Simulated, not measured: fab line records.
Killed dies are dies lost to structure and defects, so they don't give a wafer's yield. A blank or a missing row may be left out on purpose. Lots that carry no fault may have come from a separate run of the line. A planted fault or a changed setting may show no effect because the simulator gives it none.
Shared-tool check + flow gf180mcu + 13 lots, 39 wafers sampled

## THE REASON FOR OPENING IT
On 2 of the 13 lots, a flag is raised at GF_CONTACT_CD_MEAS_14 on the reading cd-nm. Fault-free wafers read 219.8 nm, with a standard deviation of 1.3.
Rule: flag the lot when none of its wafers has a number, or when each of its wafers that has one lies beyond 4 standard deviations from that mean. All remaining lots are regarded as sound.

| lot  | measured     | on        | cd-nm (nm), wafer by wafer | flag    |
|------|--------------|-----------|----------------------------|---------|
| L592 | day 16 03:35 | cd-sem-02 | 218.7 216.9 218.2          |         |
| L593 | day 16 09:20 | cd-sem-01 | 221.9 219.8 220.7          |         |
| L594 | day 16 22:07 | cd-sem-01 | 223.5 220.4 221.7          |         |
| L595 | day 17 06:35 | cd-sem-01 | 219.2 217.9 218.7          |         |
| L596 | day 17 15:06 | cd-sem-02 | 219.8 220.0 220.7          |         |
| L597 | day 18 03:35 | cd-sem-02 | 220.2 220.8 220.3          |         |
| L598 | day 18 09:53 | cd-sem-02 | 218.7 218.9 217.5          |         |
| L599 | day 19 03:28 | cd-sem-01 | 218.0 220.8 220.4          |         |
| L602 | day 20 03:02 | cd-sem-01 | 239.2 239.6 240.2          | FLAGGED |
| L606 | day 21 10:35 | cd-sem-01 | 221.6 220.5 221.5          |         |
| L607 | day 21 14:09 | cd-sem-02 | 235.2 235.5 236.5          | FLAGGED |
| L609 | day 22 10:43 | cd-sem-01 | 221.2 220.6 219.7          |         |
| L612 | day 23 09:52 | cd-sem-01 | 219.0 220.0 220.9          |         |
The numbers of the flagged lots are 237.7 nm on average: +17.9 nm against the usual, or +14 standard deviations.

## WHICH TOOL RAN EACH LOT
The record holds 3 process steps before the reading, out of a route of 602 steps. Cell contents, in order: the tool; ch with the chambers the sampled wafers went through; the start.
| lot  | flag    | GF_SALICIDE_RTA_06               | GF_SALICIDE_RTA_08               | GF_CONTACT_EXPOSE_11              |
|------|---------|----------------------------------|----------------------------------|-----------------------------------|
| L592 |         | rtp-anneal-01 ch 0, day 15 04:40 | rtp-anneal-02 ch 0, day 15 04:54 | krf-scanner-01 ch 0, day 15 16:38 |
| L593 |         | rtp-anneal-01 ch 0, day 15 10:56 | rtp-anneal-02 ch 0, day 15 11:08 | krf-scanner-02 ch 0, day 15 22:46 |
| L594 |         | rtp-anneal-02 ch 0, day 15 22:43 | rtp-anneal-01 ch 0, day 15 22:55 | krf-scanner-02 ch 0, day 16 10:49 |
| L595 |         | rtp-anneal-01 ch 0, day 16 07:19 | rtp-anneal-02 ch 0, day 16 07:35 | krf-scanner-02 ch 0, day 16 19:38 |
| L596 |         | rtp-anneal-02 ch 0, day 16 15:26 | rtp-anneal-02 ch 0, day 16 15:38 | krf-scanner-02 ch 0, day 17 03:41 |
| L597 |         | rtp-anneal-02 ch 0, day 17 03:20 | rtp-anneal-02 ch 0, day 17 03:32 | krf-scanner-01 ch 0, day 17 15:58 |
| L598 |         | rtp-anneal-02 ch 0, day 17 09:27 | rtp-anneal-02 ch 0, day 17 09:39 | krf-scanner-02 ch 0, day 17 22:32 |
| L599 |         | rtp-anneal-02 ch 0, day 18 01:59 | rtp-anneal-01 ch 0, day 18 02:26 | krf-scanner-01 ch 0, day 18 15:12 |
| L602 | FLAGGED | rtp-anneal-02 ch 0, day 19 01:40 | rtp-anneal-01 ch 0, day 19 01:52 | krf-scanner-01 ch 0, day 19 14:29 |
| L606 |         | rtp-anneal-02 ch 0, day 20 09:59 | rtp-anneal-01 ch 0, day 20 10:11 | krf-scanner-02 ch 0, day 20 22:53 |
| L607 | FLAGGED | rtp-anneal-02 ch 0, day 20 12:49 | rtp-anneal-01 ch 0, day 20 13:01 | krf-scanner-01 ch 0, day 21 02:26 |
| L609 |         | rtp-anneal-01 ch 0, day 21 09:53 | rtp-anneal-02 ch 0, day 21 10:05 | krf-scanner-02 ch 0, day 21 22:52 |
| L612 |         | rtp-anneal-01 ch 0, day 22 09:07 | rtp-anneal-02 ch 0, day 22 09:19 | krf-scanner-02 ch 0, day 22 22:11 |
What these steps do:
- GF_SALICIDE_RTA_06: time 30 s.
- GF_SALICIDE_RTA_08: time 30 s.
- GF_CONTACT_EXPOSE_11: exposes mask Contact, target cd 220 nm.
- GF_CONTACT_CD_MEAS_14: target cd 220 nm.

## FLAGGED OVER TOTAL, TOOL BY TOOL (the gauges that took the reading come last)
| step                  | tool           | lots run | flagged | share of the flagged lots | sound lots run after its first flagged lot |
|-----------------------|----------------|----------|---------|---------------------------|--------------------------------------------|
| GF_SALICIDE_RTA_06    | rtp-anneal-01  | 5        | 0       | none                      | -                                          |
| GF_SALICIDE_RTA_06    | rtp-anneal-02  | 8        | 2       | all                       | 1 (L606)                                   |
| GF_SALICIDE_RTA_08    | rtp-anneal-01  | 5        | 2       | all                       | 1 (L606)                                   |
| GF_SALICIDE_RTA_08    | rtp-anneal-02  | 8        | 0       | none                      | -                                          |
| GF_CONTACT_EXPOSE_11  | krf-scanner-01 | 5        | 2       | all                       | 0                                          |
| GF_CONTACT_EXPOSE_11  | krf-scanner-02 | 8        | 0       | none                      | -                                          |
| GF_CONTACT_CD_MEAS_14 | cd-sem-01      | 8        | 1       | some                      | 3 (L606,L609,L612)                         |
| GF_CONTACT_CD_MEAS_14 | cd-sem-02      | 5        | 1       | some                      | 0                                          |

## WHAT IS ALLOWED BY THE TABLE
All flagged lots were run by 3 table rows, namely rtp-anneal-02 at GF_SALICIDE_RTA_06, rtp-anneal-01 at GF_SALICIDE_RTA_08, krf-scanner-01 at GF_CONTACT_EXPOSE_11.
- rtp-anneal-02 at GF_SALICIDE_RTA_06 ran 8 lots, 2 of them flagged. Sound lots followed the first flagged one (L606) on it, something a lasting fault affecting the whole tool could not allow.
- rtp-anneal-01 at GF_SALICIDE_RTA_08 ran 5 lots, 2 of them flagged. Sound lots followed the first flagged one (L606) on it, something a lasting fault affecting the whole tool could not allow.
- krf-scanner-01 at GF_CONTACT_EXPOSE_11 ran 5 lots, 2 of them flagged. A fault beginning between L599 (day 18 15:12), its last sound lot, and L602 (day 19 14:29), its first flagged one, fits the data. Its own readings (exposure-dose-mJ-cm2) fall more than 4 standard deviations out on all wafers of the flagged lots.
krf-scanner-01 at GF_CONTACT_EXPOSE_11 is the single tool remaining.

## WHAT THE SIMULATOR PUT IN
Drift in process parameters on krf-scanner-01 at GF_CONTACT_EXPOSE_11, starting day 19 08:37. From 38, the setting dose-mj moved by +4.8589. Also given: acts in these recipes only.
Struck lots among those shown: L602, L607. Same finding as the rule above.
